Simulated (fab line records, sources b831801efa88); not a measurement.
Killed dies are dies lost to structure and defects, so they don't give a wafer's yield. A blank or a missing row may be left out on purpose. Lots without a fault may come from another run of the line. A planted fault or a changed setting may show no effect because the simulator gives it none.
A struck lot beside a sound one | flow gf180mcu | 15 steps out of a route of 602
Sound: wafers L406.3, L406.4, L406.5. Struck: wafer L414.6. (L414.1, L414.2 of the same lot were not struck and are left out.) The cause comes at the end.
At each step with rows: each side's tool, then ch and its chambers, then its first start. Under that, the readings that differ: sound wafers | struck wafers | difference of the means | sigmas: that difference in standard deviations of wafers without a fault.
alike: readings whose means differ by less than 2 such deviations, and words and numbers that are the same on both sides. not compared: withheld readings, readings that some wafer has no value for, bounds like >300 that may hide the same value, and numbers for which the record gives no deviation and whose values overlap.
The two part at a step that has a row with sigmas, a row that says differs or no value, or rows on one side only. Numbers that don't overlap but have no deviation are shown without sigmas and don't part them. A reading that every wafer of one side lacks parts them only if that side has two wafers or more.

GF_V3_STRIP_18: strips in O2/N2.
  sound on plasma_asher-04 ch 0,1, day 23 16:19; struck on plasma_asher-03 ch 0, day 26 07:56
  alike: drypump_motor_current_A, heater_power_w, oes_product_au
  not compared: rf_hours_counter_h
then, 4 steps without rows for these wafers: GF_V3_STRIP_19 (strips in post etch residue remover, time 1200 s); GF_V3_CLEAN_20 (cleans in DIW); GF_V3_SPUTTER_21 (material Ti, target thk 15 nm, time 80.02 s); GF_V3_SPUTTER_22 (material TiN, target thk 10 nm, time 40 s).
GF_V3_CVD_23: deposits W, target thk 350 nm, time 104.9 s.
  sound on cvd_w-01 ch 0,1, day 23 16:56; struck on cvd_w-02 ch 1, day 26 08:34
  reading            | sound       | struck | difference | sigmas
  heater_power_w (W) | 857 825 827 | 928    | +92        | +3
  not compared: since_wet_clean_h
GF_V3_RS_MEAS_24: measures by four-point-probe.
  sound on film_metro-02, day 23 17:04; struck on film_metro-02, day 26 08:41
  alike: V3_W_RS
GF_V3_THK_MEAS_25: measures by xrf.
  sound on film_metro-02, day 23 17:10; struck on film_metro-02, day 26 08:48
  alike: V3_W_THK
GF_V3_CMP_26: polishes, stops on SiO2, t overpolish 15 s, target thk 0 nm.
  sound on cmp-01 ch 0,3, day 23 17:14; struck on cmp-02 ch 1, day 26 09:03
  alike: motor_current_A, overpolish_run_s, time_to_endpoint_s
GF_M4_SPUTTER_00: material Ti, target thk 37.5 nm, time 150 s.
  sound on pvd_sputter-04, day 23 17:32; struck on pvd_sputter-02, day 26 09:18
  alike: throttle_valve_pct
GF_M4_SPUTTER_01: material TiN, target thk 30 nm, time 25 s.
  sound on pvd_sputter-04, day 23 17:38; struck on pvd_sputter-02, day 26 09:24
  alike: throttle_valve_pct
then, 1 step without rows for these wafers: GF_M4_SPUTTER_02 (material AlCu, target thk 450 nm, time 23.9 s).
GF_M4_SPUTTER_03: material Ti, target thk 10 nm, time 6.7 s.
  sound on pvd_sputter-04, day 23 17:41; struck on pvd_sputter-02, day 26 09:28
  reading                               | sound             | struck | difference | sigmas
  model.Ti_of_M4_SPUTTER_03.thk_nm (nm) | 10.23 10.18 10.11 | 12.89  | +2.72      |
  alike: throttle_valve_pct
then, 1 step without rows for these wafers: GF_M4_SPUTTER_04 (material TiN, target thk 50 nm, time 41.7 s).
-- the record jumps here: 6 days lie between the struck wafers' starts before and after (it left off in module M4 and takes up again in module PASSIVATION, whose first step shown is number 602 of the route) --
GF_PASSIVATION_PROBE_99:
  the record has rows for the struck wafers here (prober-02, day 32 08:26) and none for the sound ones

WHERE THEY PART
First at GF_V3_CVD_23; last, within this record, at GF_PASSIVATION_PROBE_99.

WHY: what the simulator had put in
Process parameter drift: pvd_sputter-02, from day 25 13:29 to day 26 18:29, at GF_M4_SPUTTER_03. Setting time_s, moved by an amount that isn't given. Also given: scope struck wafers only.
